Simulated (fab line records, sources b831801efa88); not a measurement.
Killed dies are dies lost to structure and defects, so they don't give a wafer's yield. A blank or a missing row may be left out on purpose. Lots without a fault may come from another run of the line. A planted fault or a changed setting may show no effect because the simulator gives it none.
Split-lot experiment | flow sfq_line | 5 lots, 16 wafers read, on a route of 325 steps

THE SPLIT
At SFQ_TRILAYER_R5_LITHO_COAT_136 (resist thk 600 nm), the setting spin_rpm was moved away from the recipe's 3000 rpm on 3 of the 16 wafers read, by -3.9% to +6.0%. The other wafers ran this setting at the recipe's value.

The file shows no step between the split and the reading.

THE READING
KrF_of_TRILAYER_R5_LITHO_COAT_136.thk_nm (the simulator's own value, which no gauge read), in nm, at SFQ_TRILAYER_R5_BARC_OPEN_METAL_ETCH_177 (etches BARC in O2, target depth 125 nm, time 41.7 s). The file gives no usual value for it. The 13 wafers here that ran the recipe average 522.9 nm, standard deviation 2.3 nm.

wafer  | tool, chamber at the split | spin_rpm as run, rpm | against the recipe | KrF_of_TRILAYER_R5_LITHO_COAT_136.thk_nm, nm | against lot-mates on the recipe
L078.2 | litho_track-01, 0          | 3000                 | recipe             | 521                                          | -
L078.3 | litho_track-01, 0          | 3000                 | recipe             | 521                                          | -
L078.4 | litho_track-01, 0          | 3146                 | +4.9%              | 506.6                                        | -14.4
L079.1 | litho_track-04, 0          | 3000                 | recipe             | 528                                          | -
L079.2 | litho_track-04, 0          | 3000                 | recipe             | 525.8                                        | -
L079.3 | litho_track-04, 0          | 3000                 | recipe             | 525.2                                        | -
L081.1 | litho_track-01, 0          | 3000                 | recipe             | 524.1                                        | -
L081.4 | litho_track-01, 0          | 3000                 | recipe             | 523.7                                        | -
L081.5 | litho_track-01, 0          | 2883                 | -3.9%              | 535.2                                        | +11.3
L083.1 | litho_track-02, 0          | 3000                 | recipe             | 522                                          | -
L083.3 | litho_track-02, 0          | 3000                 | recipe             | 519.7                                        | -
L083.4 | litho_track-02, 0          | 3000                 | recipe             | 521.5                                        | -
L083.5 | litho_track-02, 0          | 3000                 | recipe             | 521.2                                        | -
L083.6 | litho_track-02, 0          | 3000                 | recipe             | 523.8                                        | -
L084.2 | litho_track-04, 0          | 3000                 | recipe             | 521.1                                        | -
L084.3 | litho_track-04, 0          | 3180                 | +6.0%              | 505.4                                        | -15.7

THE FIT
A straight line over all 16 wafers: KrF_of_TRILAYER_R5_LITHO_COAT_136.thk_nm changes by -3.1 nm for each +1% of spin_rpm; r = -0.95; the points scatter about the line by 2.3 nm.
The same after taking each lot's own level away (the mean of its wafers on the recipe; 16 wafers): -2.79 nm for each +1%; r = -0.99; scatter 1 nm.
On that fit, the largest move of spin_rpm shifts the reading by 17 nm.
The lots' own levels span 521.00 to 526.33 nm, that is 2.3 times the standard deviation above.
So the lot-to-lot level changes the slope: the two fits differ.
Check: with one of the wafers moved furthest among these (+6.0%) left out of the fit, the line predicts -17.6 nm for it against its lot-mates. It came out at -15.7 nm against them.

OTHER SPLITS ON THESE WAFERS
These wafers also went through other splits before the reading. Each is held against what the fit with the lots' levels taken away leaves over:
other split on the same wafers                      | wafers away from the commonest value | r with KrF_of_TRILAYER_R5_LITHO_COAT_136.thk_nm (lot level and that fit taken away)
SFQ_TRILAYER_JJ_TRILAYER_DEP_SPUTTER_112 time_s     | 6                                    | -0.51
SFQ_TRILAYER_JJ_CE_LITHO_PEB_117 peb_time_s         | 5                                    | +0.41
SFQ_TRILAYER_JJ_CE_BARC_OPEN_RIE_150 pressure_mtorr | 10                                   | -0.03
SFQ_TRILAYER_M5_LITHO_EXPOSE_124 dose_mj            | 3                                    | +0.02
SFQ_TRILAYER_A5B_DEP_PECVD_129 time_s               | 4                                    | +0.13
SFQ_TRILAYER_R5_DEP_SPUTTER_133 power_w             | 3                                    | -0.24

THE WHOLE CHAIN: every reading that the file lists as answering this split, in the file's order
step                                     | what it does                                        | reading                                                                                   | change (the file's fit)              | r (the file's)
SFQ_TRILAYER_R5_LITHO_COAT_136           | resist thk 600 nm                                   | KrF_of_TRILAYER_R5_LITHO_COAT_136.thk_nm (the simulator's own value, which no gauge read) | -2.86 nm for each +1% of the setting | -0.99
SFQ_TRILAYER_R5_BARC_OPEN_METAL_ETCH_177 | etches BARC in O2, target depth 125 nm, time 41.7 s | KrF_of_TRILAYER_R5_LITHO_COAT_136.thk_nm (the simulator's own value, which no gauge read) | -2.8 nm for each +1% of the setting  | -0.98

THE FILE'S OWN FIT
KrF_of_TRILAYER_R5_LITHO_COAT_136.thk_nm changes by -2.8 nm for each +1% of spin_rpm, r = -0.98.
